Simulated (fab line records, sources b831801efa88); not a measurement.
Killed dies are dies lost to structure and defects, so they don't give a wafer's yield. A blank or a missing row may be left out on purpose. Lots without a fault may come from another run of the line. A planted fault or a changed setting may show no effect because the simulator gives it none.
Which tool did it? | flow gf180mcu | 6 lots, 18 wafers sampled, at 2 steps of a route of 602

WHAT THE GAUGES READ, wafer by wafer
GF_LVPWELL_TW_MEAS_11.
lot  | measured    | on            | LVPWELL_TW
L250 | day 4 05:35 | film_metro-02 | 558 559 561
L255 | day 5 08:31 | film_metro-02 | 593 591 590
L261 | day 6 17:37 | film_metro-02 | 593 589 590
L264 | day 7 09:59 | film_metro-01 | 566 568 565
L266 | day 7 20:26 | film_metro-02 | 560 558 561
L272 | day 9 05:34 | film_metro-02 | 558 558 561

WHICH TOOL RAN EACH LOT (tool, then ch and the chambers of the sampled wafers, then the start)
lot  | GF_LVPWELL_IMPLANT_09
L250 | implanter-02 ch 0, day 4 05:23
L255 | implanter-02 ch 0, day 5 07:56
L261 | implanter-02 ch 0, day 6 16:59
L264 | implanter-03 ch 0, day 7 09:45
L266 | implanter-02 ch 0, day 7 20:11
L272 | implanter-03 ch 0, day 9 05:19
- GF_LVPWELL_IMPLANT_09

THE ANSWER, worked out from the rows above alone
Rule: what is usual is taken from the lots themselves. Put in order of their means at a reading, lots are off if they are a third of the lots or fewer, leave a main group of 4 or more, and stand apart from it by a gap of 3 or more times the standard deviation of the main group's means; of several such gaps the widest counts. A main group whose means are all the same, to the digits that the tables above print for the reading, isn't used. A lot without any number at a reading at which 4 lots or more have one is off too. The other lots that the step has rows for count as sound.
Off: L255, L261, at GF_LVPWELL_TW_MEAS_11 (LVPWELL_TW). The main group: mean 561, standard deviation 3.
A tool fits if, at a process step before that reading, it ran every lot that is off, and no sound lot after the first of them. The gauges at GF_LVPWELL_TW_MEAS_11 are tried like those tools. None of those tried fits.

WHAT THE SIMULATOR HAD PUT IN
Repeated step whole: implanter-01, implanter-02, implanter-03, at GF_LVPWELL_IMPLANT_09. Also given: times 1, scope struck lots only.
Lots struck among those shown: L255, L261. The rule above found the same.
